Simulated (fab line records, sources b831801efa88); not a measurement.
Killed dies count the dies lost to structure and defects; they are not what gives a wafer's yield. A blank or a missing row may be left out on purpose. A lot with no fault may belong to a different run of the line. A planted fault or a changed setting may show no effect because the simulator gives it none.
Chamber matching ; flow sky130 ; SKY_POLY_GATE_ETCH_16 on rie-diel-03 has 4 sister chambers
The step etches Si3N4 in CH3F/O2, stops on poly-Si, time 147.5 s, target depth 75 nm. 8 wafers are shown with their chamber, then 9 later ones without.

== WAFERS WITH THEIR CHAMBER ==
wafer;chamber;drypump-motor-current-A (A);oes-product-au (a.u.)
L076.3;0;6.7;0.638
L082.5;2;5.5;0.651
L083.2;3;6.1;0.646
L083.5;1;6.2;0.635
L083.6;0;6.6;0.638
L087.2;3;6.1;0.640
L087.3;2;5.5;0.639
L087.4;1;6.2;0.633

== WAFERS MISSING THEIR CHAMBER ==
wafer;drypump-motor-current-A (A);oes-product-au (a.u.)
L090.2;5.5;0.631
L090.3;6.6;0.639
L090.5;6.3;0.637
L095.1;5.5;0.634
L095.3;6.7;0.642
L095.6;5.5;0.640
L097.1;6.6;0.647
L097.3;5.5;0.644
L097.4;6.1;0.647

== EACH ONE'S CHAMBER ==
wafer;from the rows above;in truth
L090.2;2;2
L090.3;0;0
L090.5;1;1
L095.1;2;2
L095.3;0;0
L095.6;2;2
L097.1;0;0
L097.3;2;2
L097.4;3;3
Correct placement for 9 of the 9. Not placeable from these rows: 0. 0 placed wrongly.
How it was worked out, from the rows above alone: a wafer's distance from a chamber is the root of the sum, over the readings, of the square of ((its reading less the chamber's mean) divided by the reading's scatter). The wafer belongs to the nearest chamber; if the next one is less than 2 further off, it can't be placed. For every chamber, the mean is computed from those of its wafers that are shown. The scatter: the root of (the sum of the squares of (reading less its chamber's mean) over the shown wafers, divided by (wafers less chambers)).
